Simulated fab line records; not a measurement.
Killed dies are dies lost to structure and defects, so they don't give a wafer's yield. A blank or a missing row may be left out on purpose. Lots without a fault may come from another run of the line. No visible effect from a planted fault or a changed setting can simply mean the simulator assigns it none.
Which tool was responsible? | flow gf180mcu | 18 wafers from 6 lots sampled at 2 of the route's 602 steps

## WHAT EACH GAUGE READ, for each wafer
GF_SAB_CD_MEAS_09: the cd target is 420 nm.
lot  | measured     | on        | cd_nm (nm)
L741 | day 15 13:04 | cd_sem-02 | 421.1 420.2 419.8
L746 | day 17 01:06 | cd_sem-02 | 419.4 424.0 423.1
L750 | day 18 16:17 | cd_sem-01 | 422.0 422.9 421.2
L757 | day 21 02:25 | cd_sem-02 | 418.1 417.6 417.9
L759 | day 21 20:36 | cd_sem-01 | 419.3 419.7 420.7
L761 | day 23 06:43 | cd_sem-01 | 420.4 419.8 420.1

## WHAT TOOL EACH LOT RAN ON (gives the tool, then ch and the chambers of the sampled wafers, and finally the start)
lot  | GF_SAB_EXPOSE_06
L741 | iline_stepper-01 ch 0, day 15 03:01
L746 | iline_stepper-01 ch 0, day 16 14:22
L750 | iline_stepper-02 ch 0, day 18 04:38
L757 | iline_stepper-01 ch 0, day 20 14:59
L759 | iline_stepper-01 ch 0, day 21 08:40
L761 | iline_stepper-01 ch 0, day 22 18:57
- GF_SAB_EXPOSE_06: exposes mask SAB, target cd 420 nm.

## THE ANSWER, worked out from the rows above alone
Rule: what is usual is taken from the lots themselves. The widest of any qualifying gaps counts: lots, ordered by their means at a reading, are off when they make up no more than a third of the lots, leave a main group of 4 or more, and stand apart from it by 3 or more times the standard deviation of that group's means. The tables above print the reading to a certain number of digits; a main group whose means all agree to those digits is not used. Also off: a lot with no number at a reading for which 4 or more lots have one. Where the step has rows for the other lots, those lots are counted as sound.
Across all readings shown, no lot is off: no conclusion can be drawn from this.

## WHAT WAS PUT IN BY THE SIMULATOR
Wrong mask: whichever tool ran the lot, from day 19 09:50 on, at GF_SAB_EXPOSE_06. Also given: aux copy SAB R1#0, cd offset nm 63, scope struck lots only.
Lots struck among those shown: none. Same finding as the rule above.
